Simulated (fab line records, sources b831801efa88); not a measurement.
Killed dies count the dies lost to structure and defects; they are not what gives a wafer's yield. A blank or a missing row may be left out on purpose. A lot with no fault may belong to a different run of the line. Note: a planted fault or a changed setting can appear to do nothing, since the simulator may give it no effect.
2 desks, one fault	flow sky130	what lay behind the numbers comes last; until then each desk has only its own

== AT THE TOOL OWNER'S DESK: pvd-sputter-01 ==
At SKY_CAPM_SPUTTER_02 (material TiN, target thk 200 nm, time 166.7 s) the tool's own readings: per lot run on this tool, the mean of the sampled wafers that have a number. The brackets show how far a lot's mean lies from the usual mean; more than 4 standard deviations puts the lot out of limits, marked OUT.
Columns: A = throttle-valve-pct at SKY_CAPM_SPUTTER_02, usual 30.2 %
lot	first seen here	A
L493	day 38 18:07	29.2
L492	day 38 19:47	29.6
L494	day 38 23:29	30.6
L495	day 40 07:51	30.0
L499	day 40 12:27	29.6
L501	day 40 16:19	30.4
Finding of this desk: none of the 6 lots has anything out of limits.

== AT THE METROLOGY DESK ==
What the gauges read for every lot (on any tool): the sampled wafers with a number, averaged. The brackets show how far a lot's mean lies from the usual mean; more than 4 standard deviations puts the lot out of limits, marked OUT.
Columns: A = VIA2_OVL at SKY_VIA2_OVL_MEAS_13, usual 5 nm; B = VIA2_W_THK at SKY_VIA2_THK_MEAS_23, usual 417 nm
lot	first seen here	A	B
L486	day 36 06:02	4	421
L491	day 38 09:45	3	420
L490	day 38 15:11	7	417
L489	day 38 16:08	5	408
L493	day 38 16:29	11	420
L492	day 38 18:09	4	418
L494	day 38 21:48	5	412
L495	day 40 06:10	2	427
L496	day 40 06:57	8	416
L499	day 40 10:48	10	418
L501	day 40 14:41	2	409
L507	day 42 06:08	-1	415
L508	day 42 16:56	4	409
L509	day 42 19:41	9	414
Finding of this desk: none of the 14 lots has anything out of limits.

== PUT TOGETHER ==
Nothing out of limits was seen by the tool owner's desk.
The metrology desk saw nothing out of limits.

== WHAT HAD BEEN PUT IN BY THE SIMULATOR ==
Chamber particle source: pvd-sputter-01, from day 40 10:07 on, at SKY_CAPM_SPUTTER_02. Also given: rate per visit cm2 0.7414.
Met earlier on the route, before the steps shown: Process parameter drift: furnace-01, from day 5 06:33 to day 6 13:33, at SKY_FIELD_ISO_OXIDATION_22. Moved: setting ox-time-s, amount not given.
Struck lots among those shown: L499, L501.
